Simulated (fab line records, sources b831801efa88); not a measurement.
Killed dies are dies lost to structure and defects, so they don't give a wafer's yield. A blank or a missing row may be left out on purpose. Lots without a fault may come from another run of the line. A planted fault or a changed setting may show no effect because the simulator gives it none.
Chamber matching | flow sky130 | SKY_PASSIVATION_CVD_00 on pecvd-03: 3 sister chambers
The step deposits SiO2, target thk 90 nm. 3 wafers are shown with their chamber, then 10 later ones without.

WAFERS WITH THEIR CHAMBER
wafer  | chamber | heater_power_w (W)
L080.5 | 0       | 851
L090.1 | 2       | 545
L090.2 | 1       | 665

WAFERS WITHOUT THEIR CHAMBER
wafer  | heater_power_w (W)
L090.3 | 871
L091.1 | 591
L091.2 | 638
L091.4 | 609
L092.1 | 599
L092.2 | 696
L092.5 | 585
L097.2 | 787
L097.3 | 752
L097.5 | 600

WHICH CHAMBER EACH WENT THROUGH
wafer  | from the rows above     | in truth
L090.3 | 0                       | 0
L091.1 | can't be placed: 2 or 1 | 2
L091.2 | can't be placed: 1 or 2 | 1
L091.4 | can't be placed: 1 or 2 | 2
L092.1 | can't be placed: 2 or 1 | 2
L092.2 | 1                       | 1
L092.5 | can't be placed: 2 or 1 | 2
L097.2 | can't be placed: 0 or 1 | 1
L097.3 | can't be placed: 1 or 0 | 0
L097.5 | can't be placed: 2 or 1 | 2
Placed correctly: 2 of 10. Can't be placed from these rows: 8 (the true chamber is among the candidates in 8). Placed wrongly: 0.
How it was worked out, from the rows above alone: a wafer's distance from a chamber is the root of the sum, over the readings, of the square of ((its reading less the chamber's mean) divided by the reading's scatter). The wafer belongs to the nearest chamber; if the next one is less than 2 further off, it can't be placed. A chamber's mean is the mean of its shown wafers. The scatter: with one shown wafer a chamber, the root of the mean of the squares of how far each hidden wafer lies from its nearest shown one.
